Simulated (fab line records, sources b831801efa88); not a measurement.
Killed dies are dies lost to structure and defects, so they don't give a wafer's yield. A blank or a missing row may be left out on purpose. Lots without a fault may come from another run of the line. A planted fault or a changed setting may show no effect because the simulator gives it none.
Which tool did it? | flow gf180mcu | 13 lots, 39 wafers sampled, at 6 steps of a route of 602

WHAT THE GAUGES READ, wafer by wafer
GF_STI_CD_MEAS_12: target cd 220 nm.
lot  | measured    | on        | cd_nm (nm)
L841 | day 2 02:26 | cd_sem-01 | 221.3 219.6 220.8
L842 | day 2 09:34 | cd_sem-02 | 218.0 219.0 220.7
L843 | day 2 15:34 | cd_sem-01 | 219.4 218.9 220.8
L845 | day 2 22:19 | cd_sem-01 | 219.6 219.3 220.2
L851 | day 4 06:49 | cd_sem-01 | 219.9 221.0 220.7
L852 | day 4 09:58 | cd_sem-02 | 220.9 222.5 220.5
L853 | day 4 15:14 | cd_sem-02 | 219.8 218.2 218.2
L854 | day 4 20:46 | cd_sem-01 | 221.7 219.7 220.1
L856 | day 5 06:13 | cd_sem-01 | 220.2 220.8 220.6
L858 | day 5 17:26 | cd_sem-01 | 223.6 223.3 222.2
L859 | day 5 22:26 | cd_sem-02 | 219.5 220.4 218.9
L860 | day 6 05:13 | cd_sem-02 | 220.1 220.6 221.3
L864 | day 7 00:23 | cd_sem-01 | 218.1 219.0 220.8

GF_LVPWELL_TW_MEAS_11.
lot  | measured    | on            | LVPWELL_TW
L841 | day 4 02:35 | film_metro-01 | 554 552 552
L842 | day 4 06:25 | film_metro-01 | 556 555 554
L843 | day 4 10:43 | film_metro-04 | 563 559 563
L845 | day 4 19:07 | film_metro-04 | 562 561 562
L851 | day 6 06:22 | film_metro-01 | 575 573 576 573 576 573
L852 | day 6 10:31 | film_metro-01 | 573 574 575 571 578 574
L853 | day 6 17:49 | film_metro-01 | 561 565 561
L854 | day 6 22:46 | film_metro-03 | 566 565 564
L856 | day 7 10:50 | film_metro-03 | 565 564 567
L858 | day 7 22:13 | film_metro-03 | 563 563 564
L859 | day 8 02:55 | film_metro-03 | 559 559 563
L860 | day 8 10:45 | film_metro-04 | 561 563 564
L864 | day 9 06:34 | film_metro-01 | 560 561 562

GF_VT_IMPLANT_RS_MEAS_48: measures by four-point-probe.
lot  | measured     | on            | LVPWELL_RS (ohm/sq)
L841 | day 7 20:02  | film_metro-04 | 1195.8 1195.9 1195.5
L842 | day 8 00:12  | film_metro-01 | 1196.4 1196.5 1196.2
L843 | day 8 05:20  | film_metro-04 | 1195.9 1196.9 1193.0
L845 | day 8 15:25  | film_metro-03 | 1194.1 1194.1 1193.1
L851 | day 10 09:57 | film_metro-03 | 1123.6 1122.8 1123.1 1120.8 1125.2 1121.7
L852 | day 10 16:28 | film_metro-04 | 1123.5 1124.9 1121.3 1126.1 1122.1 1122.3
L853 | day 11 00:59 | film_metro-01 | 1198.1 1194.2 1194.6
L854 | day 11 04:05 | film_metro-04 | 1198.5 1197.8 1195.8
L856 | day 11 21:28 | film_metro-04 | 1198.7 1194.6 1195.9
L858 | day 12 09:46 | film_metro-03 | 1198.3 1197.5 1198.1
L859 | day 12 17:15 | film_metro-01 | 1197.3 1195.6 1198.6
L860 | day 13 01:43 | film_metro-03 | 1197.7 1200.5 1198.3
L864 | day 14 00:20 | film_metro-03 | 1194.7 1197.1 1198.4

GF_PSD_RS_MEAS_14: measures by four-point-probe.
lot  | measured     | on            | NSD_RS (ohm/sq)
L841 | day 14 11:10 | film_metro-02 | 46.25 46.15 46.07
L842 | day 14 21:41 | film_metro-04 | 46.20 46.10 46.20
L843 | day 15 00:50 | film_metro-04 | 46.10 46.08 46.14
L845 | day 15 14:42 | film_metro-03 | 46.27 46.26 46.27
L851 | day 17 18:07 | film_metro-02 | 45.99 46.07 46.03
L852 | day 18 02:09 | film_metro-04 | 46.01 46.05 46.09
L853 | day 18 13:14 | film_metro-02 | 46.15 46.23 46.12
L854 | day 18 17:23 | film_metro-04 | 45.99 46.12 46.13
L856 | day 19 17:38 | film_metro-02 | 46.29 46.13 46.21
L858 | day 20 06:35 | film_metro-02 | 46.25 46.14 46.24
L859 | day 20 16:37 | film_metro-03 | 46.18 46.15 46.08
L860 | day 21 01:02 | film_metro-03 | 46.10 46.14 46.19
L864 | day 22 06:53 | film_metro-02 | 46.15 46.19 46.18

GF_M1_OVL_MEAS_15.
lot  | measured     | on         | M1_OVL (nm)
L841 | day 17 08:43 | overlay-01 | -3 1 -7
L842 | day 17 18:35 | overlay-02 | -5 -5 -3
L843 | day 17 23:11 | overlay-01 | 3 1 4
L845 | day 18 13:35 | overlay-02 | -4 3 6
L851 | day 20 21:16 | overlay-02 | -10 -5 -1
L852 | day 21 06:47 | overlay-02 | -4 -12 -3
L853 | day 21 15:56 | overlay-02 | 1 -2 0
L854 | day 21 21:34 | overlay-02 | 2 -4 3
L856 | day 22 19:26 | overlay-01 | 2 -3 3
L858 | day 23 08:20 | overlay-02 | 0 -1 2
L859 | day 23 17:17 | overlay-01 | 5 14 -8
L860 | day 24 01:41 | overlay-02 | 8 13 10
L864 | day 25 05:17 | overlay-02 | 7 6 5

WHICH TOOL RAN EACH LOT (tool, then ch and the chambers of the sampled wafers, then the start)
lot  | GF_LVPWELL_IMPLANT_09
L841 | implanter-04 ch 0, day 4 02:20
L842 | implanter-04 ch 0, day 4 06:10
L843 | implanter-03 ch 0, day 4 10:28
L845 | implanter-03 ch 0, day 4 18:52
L851 | implanter-03 ch 0, day 6 06:07
L852 | implanter-03 ch 0, day 6 10:17
L853 | implanter-04 ch 0, day 6 17:35
L854 | implanter-02 ch 0, day 6 22:31
L856 | implanter-04 ch 0, day 7 10:36
L858 | implanter-04 ch 0, day 7 21:59
L859 | implanter-04 ch 0, day 8 02:43
L860 | implanter-04 ch 0, day 8 10:30
L864 | implanter-03 ch 0, day 9 06:19
- GF_LVPWELL_IMPLANT_09

WHAT THE TOOLS THEMSELVES READ (means of the sampled wafers that have a number; where no wafer has one, the mark that the record gives instead)
GF_LVPWELL_IMPLANT_09.
lot  | tool         | beam_energy_keV | dose_ions_cm2 | faraday_current_uA
L841 | implanter-04 | 60.018          | 5.003e+12     | 28.0
L842 | implanter-04 | 60.020          | 5.003e+12     | 28.5
L843 | implanter-03 | 60.008          | 5.003e+12     | 28.6
L845 | implanter-03 | 60.005          | 4.998e+12     | 27.9
L851 | implanter-03 | 60.017          | 6.895e+12     | 39.2
L852 | implanter-03 | 60.002          | 6.892e+12     | 38.8
L853 | implanter-04 | 59.993          | 5.000e+12     | 28.5
L854 | implanter-02 | 59.987          | 4.988e+12     | 27.5
L856 | implanter-04 | 59.994          | 4.999e+12     | 28.5
L858 | implanter-04 | 60.017          | 4.999e+12     | 28.1
L859 | implanter-04 | 60.012          | 4.998e+12     | 28.2
L860 | implanter-04 | 60.001          | 4.995e+12     | 28.0
L864 | implanter-03 | 59.967          | 4.997e+12     | 27.7

THE ANSWER, worked out from the rows above alone
Rule: what is usual is taken from the lots themselves. Put in order of their means at a reading, lots are off if they are a third of the lots or fewer, leave a main group of 4 or more, and stand apart from it by a gap of 3 or more times the standard deviation of the main group's means; of several such gaps the widest counts. A main group whose means are all the same, to the digits that the tables above print for the reading, isn't used. A lot without any number at a reading at which 4 lots or more have one is off too. The other lots that the step has rows for count as sound. The gauges are gone through in route order, then the tools' own readings, and for those a lot's mean is taken as printed above. The first step at which some lot is off is used, and at that step the reading that is off furthest; a lot without a number counts as furthest.
Off: L851, L852, at GF_VT_IMPLANT_RS_MEAS_48 (LVPWELL_RS). The main group: mean 1196.5 ohm/sq, standard deviation 1.3.
A tool fits if, at a process step before that reading, it ran every lot that is off, and no sound lot after the first of them. The gauges at GF_VT_IMPLANT_RS_MEAS_48 aren't tried: what is off there is off at GF_LVPWELL_IMPLANT_09 too, on other tools, and a gauge's error can't cause that. None of those tried fits.

WHAT THE SIMULATOR HAD PUT IN
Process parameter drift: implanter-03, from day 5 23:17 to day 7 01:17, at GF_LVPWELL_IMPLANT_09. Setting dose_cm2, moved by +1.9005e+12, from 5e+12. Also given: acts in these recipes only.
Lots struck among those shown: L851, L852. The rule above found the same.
